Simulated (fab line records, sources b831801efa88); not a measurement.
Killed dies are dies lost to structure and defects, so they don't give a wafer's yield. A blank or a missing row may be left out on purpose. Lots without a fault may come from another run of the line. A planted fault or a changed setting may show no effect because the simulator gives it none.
Chamber matching | flow sky130 | SKY_METAL4_ETCH_17 on rie_diel-02: 4 sister chambers
The step etches SiO2 in C4F8/O2/Ar, stops on TiN, time 3.9 s, target depth 15 nm. 7 wafers are shown with their chamber, then 7 later ones without.

WAFERS WITH THEIR CHAMBER
wafer  | chamber | oes_product_au (a.u.)
L075.4 | 0       | 0.764
L077.5 | 2       | 0.763
L078.1 | 0       | 0.747
L083.2 | 1       | 0.766
L083.4 | 3       | 0.769
L085.1 | 1       | 0.756
L085.2 | 3       | 0.761

WAFERS WITHOUT THEIR CHAMBER
wafer  | oes_product_au (a.u.)
L085.3 | 0.754
L085.4 | 0.759
L085.5 | 0.762
L085.6 | 0.770
L096.2 | 0.760
L096.4 | 0.767
L096.6 | 0.766

WHICH CHAMBER EACH WENT THROUGH
wafer  | from the rows above               | in truth
L085.3 | can't be placed: 0 or 1 or 2 or 3 | 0
L085.4 | can't be placed: 1 or 0 or 2 or 3 | 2
L085.5 | can't be placed: 1 or 2 or 3 or 0 | 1
L085.6 | can't be placed: 3 or 2 or 1 or 0 | 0
L096.2 | can't be placed: 1 or 2 or 0 or 3 | 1
L096.4 | can't be placed: 3 or 2 or 1 or 0 | 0
L096.6 | can't be placed: 3 or 2 or 1 or 0 | 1
Placed correctly: 0 of 7. Can't be placed from these rows: 7 (the true chamber is among the candidates in 7). Placed wrongly: 0.
How it was worked out, from the rows above alone: a wafer's distance from a chamber is the root of the sum, over the readings, of the square of ((its reading less the chamber's mean) divided by the reading's scatter). The wafer belongs to the nearest chamber; if the next one is less than 2 further off, it can't be placed. A chamber's mean is the mean of its shown wafers. The scatter: the root of (the sum of the squares of (reading less its chamber's mean) over the shown wafers, divided by (wafers less chambers)).
